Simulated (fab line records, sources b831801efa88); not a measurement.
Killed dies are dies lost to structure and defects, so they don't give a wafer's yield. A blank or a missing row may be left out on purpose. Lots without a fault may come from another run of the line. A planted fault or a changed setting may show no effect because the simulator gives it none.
Chamber matching | flow sfq_line | SFQ_TRILAYER_I2_VIA_ETCH_VIA_ETCH_070 on rie_diel-04: 3 sister chambers
The step etches SiO2 in CHF3, stops on Nb, target depth 260 nm. 3 wafers are shown with their chamber, then 5 later ones without.

WAFERS WITH THEIR CHAMBER
wafer  | chamber | drypump_motor_current_A (A)
L671.5 | 1       | 6.7
L672.2 | 3       | 5.9
L672.4 | 2       | 5.6

WAFERS WITHOUT THEIR CHAMBER
wafer  | drypump_motor_current_A (A)
L672.6 | 5.9
L673.5 | 5.6
L673.6 | 5.8
L674.1 | 5.6
L674.6 | 5.6

WHICH CHAMBER EACH WENT THROUGH
wafer  | from the rows above | in truth
L672.6 | 3                   | 3
L673.5 | 2                   | 2
L673.6 | 3                   | 3
L674.1 | 2                   | 2
L674.6 | 2                   | 2
Placed correctly: 5 of 5. Can't be placed from these rows: 0. Placed wrongly: 0.
How it was worked out, from the rows above alone: a wafer's distance from a chamber is the root of the sum, over the readings, of the square of ((its reading less the chamber's mean) divided by the reading's scatter). The wafer belongs to the nearest chamber; if the next one is less than 2 further off, it can't be placed. A chamber's mean is the mean of its shown wafers. The scatter: with one shown wafer a chamber, the root of the mean of the squares of how far each hidden wafer lies from its nearest shown one.
